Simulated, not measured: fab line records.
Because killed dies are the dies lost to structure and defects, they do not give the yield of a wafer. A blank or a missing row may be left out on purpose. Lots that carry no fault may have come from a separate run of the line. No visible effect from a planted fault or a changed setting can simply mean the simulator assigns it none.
Which tool did it? :: flow gf180mcu :: 14 lots, 41 wafers sampled, at 6 steps of a route of 602

== WHAT THE GAUGES READ, wafer by wafer ==
GF_CONTACT_RS_MEAS_25: measures by four-point-probe. Usual: for CONTACT_W_RS the level is 0.384 ohm/sq and the standard deviation is 0.0039.
lot: L209
measured: day 15 22:50
on: film-metro-03
CONTACT_W_RS (ohm/sq): 0.384 0.385 0.387
flag: 

lot: L210
measured: day 16 07:17
on: film-metro-01
CONTACT_W_RS (ohm/sq): 0.388 0.393 0.385
flag: 

lot: L211
measured: day 17 01:37
on: film-metro-03
CONTACT_W_RS (ohm/sq): 0.381 0.393 0.387
flag: 

lot: L218
measured: day 19 06:07
on: film-metro-03
CONTACT_W_RS (ohm/sq): 0.383 0.383
flag: 

lot: L221
measured: day 20 16:10
on: film-metro-03
CONTACT_W_RS (ohm/sq): 0.384 0.379 0.378
flag: 

lot: L223
measured: day 21 07:07
on: film-metro-01
CONTACT_W_RS (ohm/sq): 0.384 0.387 0.381
flag: 

lot: L225
measured: day 21 15:53
on: film-metro-01
CONTACT_W_RS (ohm/sq): 0.387 0.385 0.385
flag: 

lot: L224
measured: day 21 19:02
on: film-metro-02
CONTACT_W_RS (ohm/sq): 0.382 0.379 0.382
flag: 

lot: L226
measured: day 22 05:40
on: film-metro-02
CONTACT_W_RS (ohm/sq): 0.384 0.378 0.386
flag: 

lot: L227
measured: day 22 13:44
on: film-metro-01
CONTACT_W_RS (ohm/sq): 0.386 0.391 0.385
flag: 

lot: L228
measured: day 22 22:29
on: film-metro-03
CONTACT_W_RS (ohm/sq): 0.386 0.385 0.378
flag: 

lot: L229
measured: day 23 04:29
on: film-metro-02
CONTACT_W_RS (ohm/sq): 0.377 0.379 0.375
flag: 

lot: L230
measured: day 23 14:53
on: film-metro-03
CONTACT_W_RS (ohm/sq): 0.389 0.385 0.392
flag: 

lot: L231
measured: day 23 23:37
on: film-metro-03
CONTACT_W_RS (ohm/sq): 0.381 0.381 0.382
flag: 

GF_M1_RS_MEAS_05: measures by four-point-probe. Usual: for M1_ALCU_RS the level is 0.0689 ohm/sq and the standard deviation is 0.00063.
lot: L209
measured: day 15 23:32
on: film-metro-04
M1_ALCU_RS (ohm/sq): 0.0686 0.0688 0.0683
flag: 

lot: L210
measured: day 16 07:59
on: film-metro-03
M1_ALCU_RS (ohm/sq): 0.0701 0.0698 0.0704
flag: 

lot: L211
measured: day 17 02:20
on: film-metro-02
M1_ALCU_RS (ohm/sq): 0.0690 0.0689 0.0690
flag: 

lot: L218
measured: day 19 06:49
on: film-metro-04
M1_ALCU_RS (ohm/sq): 0.0478 0.0689
flag: OFF

lot: L221
measured: day 20 18:03
on: film-metro-02
M1_ALCU_RS (ohm/sq): 0.0480 0.0692 0.0685
flag: OFF

lot: L223
measured: day 21 07:49
on: film-metro-03
M1_ALCU_RS (ohm/sq): 0.0689 0.0685 0.0688
flag: 

lot: L225
measured: day 21 16:35
on: film-metro-03
M1_ALCU_RS (ohm/sq): 0.0678 0.0678 0.0680
flag: 

lot: L224
measured: day 21 19:45
on: film-metro-04
M1_ALCU_RS (ohm/sq): 0.0685 0.0684 0.0688
flag: 

lot: L226
measured: day 22 06:22
on: film-metro-04
M1_ALCU_RS (ohm/sq): 0.0684 0.0685 0.0680
flag: 

lot: L227
measured: day 22 14:26
on: film-metro-04
M1_ALCU_RS (ohm/sq): 0.0696 0.0696 0.0688
flag: 

lot: L228
measured: day 22 23:11
on: film-metro-02
M1_ALCU_RS (ohm/sq): 0.0677 0.0686 0.0684
flag: 

lot: L229
measured: day 23 05:11
on: film-metro-02
M1_ALCU_RS (ohm/sq): 0.0694 0.0699 0.0695
flag: 

lot: L230
measured: day 23 15:35
on: film-metro-04
M1_ALCU_RS (ohm/sq): 0.0694 0.0693 0.0693
flag: 

lot: L231
measured: day 24 00:19
on: film-metro-04
M1_ALCU_RS (ohm/sq): 0.0680 0.0683 0.0679
flag: 

GF_M1_THK_MEAS_06: measures by xrf. Usual: for M1_ALCU_THK the level is 461 nm and the standard deviation is 6.3.
lot: L209
measured: day 15 23:39
on: film-metro-04
M1_ALCU_THK (nm): 466 462 466
flag: 

lot: L210
measured: day 16 08:06
on: film-metro-03
M1_ALCU_THK (nm): 446 449 447
flag: 

lot: L211
measured: day 17 02:26
on: film-metro-02
M1_ALCU_THK (nm): 463 465 465
flag: 

lot: L218
measured: day 19 06:54
on: film-metro-04
M1_ALCU_THK (nm): 666 465
flag: OFF

lot: L221
measured: day 20 18:10
on: film-metro-02
M1_ALCU_THK (nm): 665 465 468
flag: OFF

lot: L223
measured: day 21 07:56
on: film-metro-03
M1_ALCU_THK (nm): 455 458 456
flag: 

lot: L225
measured: day 21 16:42
on: film-metro-03
M1_ALCU_THK (nm): 463 464 463
flag: 

lot: L224
measured: day 21 19:52
on: film-metro-04
M1_ALCU_THK (nm): 471 468 470
flag: 

lot: L226
measured: day 22 06:29
on: film-metro-04
M1_ALCU_THK (nm): 464 462 466
flag: 

lot: L227
measured: day 22 14:33
on: film-metro-04
M1_ALCU_THK (nm): 453 455 457
flag: 

lot: L228
measured: day 22 23:18
on: film-metro-02
M1_ALCU_THK (nm): 475 469 472
flag: 

lot: L229
measured: day 23 05:18
on: film-metro-02
M1_ALCU_THK (nm): 463 459 462
flag: 

lot: L230
measured: day 23 15:42
on: film-metro-04
M1_ALCU_THK (nm): 460 462 462
flag: 

lot: L231
measured: day 24 00:26
on: film-metro-04
M1_ALCU_THK (nm): 465 464 466
flag: 

== WHICH TOOL RAN EACH LOT (tool, then ch and the chambers of the sampled wafers, then the start) ==
lot: L209
GF_SAB_STRIP_13: plasma-asher-03 ch 0,1, day 14 23:16
GF_M1_SPUTTER_01: pvd-sputter-04, day 15 23:24
GF_M1_SPUTTER_02: pvd-sputter-04, day 15 23:26

lot: L210
GF_SAB_STRIP_13: plasma-asher-03 ch 0,1, day 15 07:08
GF_M1_SPUTTER_01: pvd-sputter-04, day 16 07:51
GF_M1_SPUTTER_02: pvd-sputter-04, day 16 07:53

lot: L211
GF_SAB_STRIP_13: plasma-asher-04 ch 0,1, day 16 01:56
GF_M1_SPUTTER_01: pvd-sputter-01, day 17 02:09
GF_M1_SPUTTER_02: pvd-sputter-01, day 17 02:11

lot: L218
GF_SAB_STRIP_13: plasma-asher-04 ch 0,1, day 18 03:55
GF_M1_SPUTTER_01: pvd-sputter-04, day 19 06:38
GF_M1_SPUTTER_02: pvd-sputter-04, day 19 06:40

lot: L221
GF_SAB_STRIP_13: plasma-asher-01 ch 0,1, day 19 14:07
GF_M1_SPUTTER_01: pvd-sputter-04, day 20 17:56
GF_M1_SPUTTER_02: pvd-sputter-04, day 20 17:58

lot: L223
GF_SAB_STRIP_13: plasma-asher-04 ch 1, day 20 05:14
GF_M1_SPUTTER_01: pvd-sputter-03, day 21 07:41
GF_M1_SPUTTER_02: pvd-sputter-03, day 21 07:43

lot: L225
GF_SAB_STRIP_13: plasma-asher-03 ch 0,1, day 20 14:37
GF_M1_SPUTTER_01: pvd-sputter-03, day 21 16:28
GF_M1_SPUTTER_02: pvd-sputter-03, day 21 16:29

lot: L224
GF_SAB_STRIP_13: plasma-asher-04 ch 0,1, day 20 15:58
GF_M1_SPUTTER_01: pvd-sputter-03, day 21 19:37
GF_M1_SPUTTER_02: pvd-sputter-03, day 21 19:38

lot: L226
GF_SAB_STRIP_13: plasma-asher-01 ch 0, day 21 03:48
GF_M1_SPUTTER_01: pvd-sputter-03, day 22 06:14
GF_M1_SPUTTER_02: pvd-sputter-03, day 22 06:16

lot: L227
GF_SAB_STRIP_13: plasma-asher-04 ch 0,1, day 21 09:55
GF_M1_SPUTTER_01: pvd-sputter-01, day 22 14:18
GF_M1_SPUTTER_02: pvd-sputter-01, day 22 14:20

lot: L228
GF_SAB_STRIP_13: plasma-asher-01 ch 0,1, day 21 20:38
GF_M1_SPUTTER_01: pvd-sputter-03, day 22 23:03
GF_M1_SPUTTER_02: pvd-sputter-03, day 22 23:05

lot: L229
GF_SAB_STRIP_13: plasma-asher-04 ch 1, day 22 02:52
GF_M1_SPUTTER_01: pvd-sputter-03, day 23 05:03
GF_M1_SPUTTER_02: pvd-sputter-03, day 23 05:05

lot: L230
GF_SAB_STRIP_13: plasma-asher-03 ch 0,1, day 22 13:39
GF_M1_SPUTTER_01: pvd-sputter-03, day 23 15:28
GF_M1_SPUTTER_02: pvd-sputter-03, day 23 15:29

lot: L231
GF_SAB_STRIP_13: plasma-asher-01 ch 0, day 22 23:05
GF_M1_SPUTTER_01: pvd-sputter-03, day 24 00:11
GF_M1_SPUTTER_02: pvd-sputter-03, day 24 00:13
- GF_SAB_STRIP_13: strips in O2/N2.
- GF_M1_SPUTTER_01: material TiN, target thk 30 nm, time 25 s.
- GF_M1_SPUTTER_02: material AlCu, target thk 450 nm, time 23.9 s.

== AS READ BY THE TOOLS THEMSELVES (means over the sampled wafers that have a number; for cases with no such wafer, the mark the record gives instead) ==
GF_SAB_STRIP_13. Usual: drypump-motor-current-A 5.6 A, standard deviation 0.43; heater-power-w 358 W, standard deviation 23; o2-flow-sccm 3000 sccm, standard deviation 8.5; oes-product-au 0.709 a.u., standard deviation 0.0047; strip-time-to-endpoint-s 12.62 s, standard deviation 0.036.
lot: L209
tool: plasma-asher-03
drypump-motor-current-A (A): 5.5
heater-power-w (W): 363
o2-flow-sccm (sccm): 2995
oes-product-au (a.u.): 0.714
strip-time-to-endpoint-s (s): 12.63
flag: 

lot: L210
tool: plasma-asher-03
drypump-motor-current-A (A): 5.7
heater-power-w (W): 365
o2-flow-sccm (sccm): 3007
oes-product-au (a.u.): 0.713
strip-time-to-endpoint-s (s): 12.64
flag: 

lot: L211
tool: plasma-asher-04
drypump-motor-current-A (A): 5.4
heater-power-w (W): 355
o2-flow-sccm (sccm): 3000
oes-product-au (a.u.): 0.714
strip-time-to-endpoint-s (s): 12.64
flag: 

lot: L218
tool: plasma-asher-04
drypump-motor-current-A (A): 5.7
heater-power-w (W): 354
o2-flow-sccm (sccm): 3003
oes-product-au (a.u.): 0.714
strip-time-to-endpoint-s (s): 12.62
flag: 

lot: L221
tool: plasma-asher-01
drypump-motor-current-A (A): 5.4
heater-power-w (W): 346
o2-flow-sccm (sccm): 3000
oes-product-au (a.u.): 0.712
strip-time-to-endpoint-s (s): 12.61
flag: 

lot: L223
tool: plasma-asher-04
drypump-motor-current-A (A): 4.9
heater-power-w (W): 376
o2-flow-sccm (sccm): 3011
oes-product-au (a.u.): 0.706
strip-time-to-endpoint-s (s): 12.66
flag: 

lot: L225
tool: plasma-asher-03
drypump-motor-current-A (A): 5.7
heater-power-w (W): 367
o2-flow-sccm (sccm): 2993
oes-product-au (a.u.): 0.707
strip-time-to-endpoint-s (s): 12.60
flag: 

lot: L224
tool: plasma-asher-04
drypump-motor-current-A (A): 5.9
heater-power-w (W): 343
o2-flow-sccm (sccm): 3000
oes-product-au (a.u.): 0.708
strip-time-to-endpoint-s (s): 12.61
flag: 

lot: L226
tool: plasma-asher-01
drypump-motor-current-A (A): 5.3
heater-power-w (W): 319
o2-flow-sccm (sccm): 2995
oes-product-au (a.u.): 0.711
strip-time-to-endpoint-s (s): 12.57
flag: 

lot: L227
tool: plasma-asher-04
drypump-motor-current-A (A): 5.9
heater-power-w (W): 344
o2-flow-sccm (sccm): 3000
oes-product-au (a.u.): 0.709
strip-time-to-endpoint-s (s): 12.65
flag: 

lot: L228
tool: plasma-asher-01
drypump-motor-current-A (A): 5.4
heater-power-w (W): 341
o2-flow-sccm (sccm): 2996
oes-product-au (a.u.): 0.707
strip-time-to-endpoint-s (s): 12.61
flag: 

lot: L229
tool: plasma-asher-04
drypump-motor-current-A (A): 4.9
heater-power-w (W): 376
o2-flow-sccm (sccm): 3006
oes-product-au (a.u.): 0.706
strip-time-to-endpoint-s (s): 12.63
flag: 

lot: L230
tool: plasma-asher-03
drypump-motor-current-A (A): 5.6
heater-power-w (W): 357
o2-flow-sccm (sccm): 3002
oes-product-au (a.u.): 0.710
strip-time-to-endpoint-s (s): 12.64
flag: 

lot: L231
tool: plasma-asher-01
drypump-motor-current-A (A): 5.3
heater-power-w (W): 317
o2-flow-sccm (sccm): 3006
oes-product-au (a.u.): 0.711
strip-time-to-endpoint-s (s): 12.63
flag: 

GF_M1_SPUTTER_01. Usual: chamber-pressure-pa 0.4000 Pa, standard deviation 0.00091; throttle-valve-pct 29.8 %, standard deviation 0.89.
lot: L209
tool: pvd-sputter-04
chamber-pressure-pa (Pa): 0.4008
throttle-valve-pct (%): 29.0
flag: 

lot: L210
tool: pvd-sputter-04
chamber-pressure-pa (Pa): 0.3996
throttle-valve-pct (%): 29.3
flag: 

lot: L211
tool: pvd-sputter-01
chamber-pressure-pa (Pa): 0.3992
throttle-valve-pct (%): 29.0
flag: 

lot: L218
tool: pvd-sputter-04
chamber-pressure-pa (Pa): 0.3992
throttle-valve-pct (%): 30.3
flag: 

lot: L221
tool: pvd-sputter-04
chamber-pressure-pa (Pa): 0.4002
throttle-valve-pct (%): 29.8
flag: 

lot: L223
tool: pvd-sputter-03
chamber-pressure-pa (Pa): 0.3995
throttle-valve-pct (%): 29.7
flag: 

lot: L225
tool: pvd-sputter-03
chamber-pressure-pa (Pa): 0.3989
throttle-valve-pct (%): 30.3
flag: 

lot: L224
tool: pvd-sputter-03
chamber-pressure-pa (Pa): 0.4004
throttle-valve-pct (%): 30.5
flag: 

lot: L226
tool: pvd-sputter-03
chamber-pressure-pa (Pa): 0.4000
throttle-valve-pct (%): 30.2
flag: 

lot: L227
tool: pvd-sputter-01
chamber-pressure-pa (Pa): 0.4004
throttle-valve-pct (%): 29.5
flag: 

lot: L228
tool: pvd-sputter-03
chamber-pressure-pa (Pa): 0.4012
throttle-valve-pct (%): 29.9
flag: 

lot: L229
tool: pvd-sputter-03
chamber-pressure-pa (Pa): 0.3995
throttle-valve-pct (%): 30.5
flag: 

lot: L230
tool: pvd-sputter-03
chamber-pressure-pa (Pa): 0.3997
throttle-valve-pct (%): 30.3
flag: 

lot: L231
tool: pvd-sputter-03
chamber-pressure-pa (Pa): 0.4008
throttle-valve-pct (%): 29.4
flag: 

GF_M1_SPUTTER_02. Usual: chamber-pressure-pa 0.4000 Pa, standard deviation 0.00072; throttle-valve-pct 29.8 %, standard deviation 0.86.
lot: L209
tool: pvd-sputter-04
chamber-pressure-pa (Pa): 0.4004
throttle-valve-pct (%): 29.1
flag: 

lot: L210
tool: pvd-sputter-04
chamber-pressure-pa (Pa): 0.3999
throttle-valve-pct (%): 29.1
flag: 

lot: L211
tool: pvd-sputter-01
chamber-pressure-pa (Pa): 0.4001
throttle-valve-pct (%): 29.0
flag: 

lot: L218
tool: pvd-sputter-04
chamber-pressure-pa (Pa): 0.4001
throttle-valve-pct (%): 30.2
flag: 

lot: L221
tool: pvd-sputter-04
chamber-pressure-pa (Pa): 0.4007
throttle-valve-pct (%): 29.7
flag: 

lot: L223
tool: pvd-sputter-03
chamber-pressure-pa (Pa): 0.4001
throttle-valve-pct (%): 29.8
flag: 

lot: L225
tool: pvd-sputter-03
chamber-pressure-pa (Pa): 0.3997
throttle-valve-pct (%): 30.2
flag: 

lot: L224
tool: pvd-sputter-03
chamber-pressure-pa (Pa): 0.4004
throttle-valve-pct (%): 30.4
flag: 

lot: L226
tool: pvd-sputter-03
chamber-pressure-pa (Pa): 0.3992
throttle-valve-pct (%): 30.0
flag: 

lot: L227
tool: pvd-sputter-01
chamber-pressure-pa (Pa): 0.3998
throttle-valve-pct (%): 29.4
flag: 

lot: L228
tool: pvd-sputter-03
chamber-pressure-pa (Pa): 0.3992
throttle-valve-pct (%): 29.9
flag: 

lot: L229
tool: pvd-sputter-03
chamber-pressure-pa (Pa): 0.4005
throttle-valve-pct (%): 30.4
flag: 

lot: L230
tool: pvd-sputter-03
chamber-pressure-pa (Pa): 0.3994
throttle-valve-pct (%): 30.3
flag: 

lot: L231
tool: pvd-sputter-03
chamber-pressure-pa (Pa): 0.4001
throttle-valve-pct (%): 29.5
flag: 

== THE ANSWER, worked out from the rows above alone ==
Rule: lot off if the mean of its wafers having a number is beyond 3 standard deviations from the usual mean. A lot without any number at a reading at which 4 lots or more have one is off too. Where the step has rows for the other lots, those lots are counted as sound. The gauges are gone through in route order, then the tools' own readings, and for those a lot's mean is taken as printed above. At the first step where some lot is off, the reading lying furthest off is the one used; lots without a number count as furthest.
Off: at GF_M1_RS_MEAS_05 (M1_ALCU_RS), L218, L221.
If a tool, at a process step before that reading, ran all the lots that are off and no sound lot after the first of them, it fits. The gauges at GF_M1_RS_MEAS_05 are tried like those tools. One fits: pvd-sputter-04 at GF_M1_SPUTTER_01 and GF_M1_SPUTTER_02. At GF_M1_SPUTTER_01 its last sound lot is L210 (day 16 07:51), its first lot that is off L218 (day 19 06:38): a fault that began between those two fits.

== WHAT THE SIMULATOR HAD PUT IN ==
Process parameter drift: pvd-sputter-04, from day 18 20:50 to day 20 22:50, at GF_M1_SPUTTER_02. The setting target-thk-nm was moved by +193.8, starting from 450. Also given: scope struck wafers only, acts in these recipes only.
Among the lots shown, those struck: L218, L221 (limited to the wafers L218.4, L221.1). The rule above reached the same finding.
